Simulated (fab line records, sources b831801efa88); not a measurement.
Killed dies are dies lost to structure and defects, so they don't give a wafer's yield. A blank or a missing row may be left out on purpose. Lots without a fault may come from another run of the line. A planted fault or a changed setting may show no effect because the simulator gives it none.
Problem report in the 8D (eight disciplines) form, filled by code | flow gf180mcu | the parts of the form that need people (team, actions taken, sign-off) are left out

1. THE PROBLEM
run_length_s at GF_V2_SOFTBAKE_10 reads a mean of 100.47 s on 6 wafers of 2 lots; wafers without a fault read 89.17 s with a standard deviation of 0.15. That is +75 standard deviations from the usual mean.
The step: time 60 s.
First seen on wafer L609.1, day 24 14:00, on litho_track-04. The record holds 39 wafers of 13 lots with a number at this step. Rule for "out", or "out of limits": more than 4 standard deviations from the usual mean. The other wafers with a number count as sound.

2. WHAT IT IS AND WHAT IT IS NOT
question                    | is                     | is not
which readings at this step | run_length_s           | -
which lots                  | L609, L610             | L596, L598, L599, L600, L602, L603, L604, L612, L614, L616, L619
which wafers of those lots  | all that have a number | -
read on which tools         | litho_track-04         | litho_track-01, litho_track-02
when                        | from day 24 14:00      | up to then (21 sound wafers); but 12 sound wafers of L612, L614, L616, L619 came after

3. SUSPECTS, AND WHAT RULES EACH OUT
Counting: a tool at a process step up to the reading stays a suspect if it ran every lot that is out and no sound lot after the first of them.
- litho_track-04 at GF_V2_SOFTBAKE_10 (time 60 s): kept. It ran every lot that is out, first L609 (day 24 14:00), and no sound lot after that; its last sound lot up to then is L604 (day 23 02:00). Its own readings are out on those wafers: run_length_s.
Left after counting: litho_track-04 at GF_V2_SOFTBAKE_10.

4. THE CAUSE (what the simulator had put in)
Process parameter drift: litho_track-04, from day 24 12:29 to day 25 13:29, at GF_V2_SOFTBAKE_10. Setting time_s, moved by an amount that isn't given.
Counting left only this tool.

5. THE CHAIN OF EFFECTS, in route order
Each row: a reading whose mean over the struck wafers that have a number lies more than 3 standard deviations from the usual. Only readings for which the record gives a usual standard deviation are gone through. hours: the time from each lot's start at the first step in this table that gives one to its start at this step, as a median over the lots. sigmas: the change in usual standard deviations.
hours | step              | reading      | usual   | on struck wafers | change | sigmas
0     | GF_V2_SOFTBAKE_10 | run_length_s | 89.17 s | 100.47           | +11.30 | +75
The process steps in it:
- GF_V2_SOFTBAKE_10: time 60 s.
Later measuring or inspecting steps at which every struck wafer that the step has a row for has a number for every such reading, and none has moved that far: GF_M3_RS_MEAS_05.

6. WHAT WOULD HAVE CAUGHT IT SOONER
In this record the first reading out of limits was taken at day 24 14:00, 2 hours after the fault began at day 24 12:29.
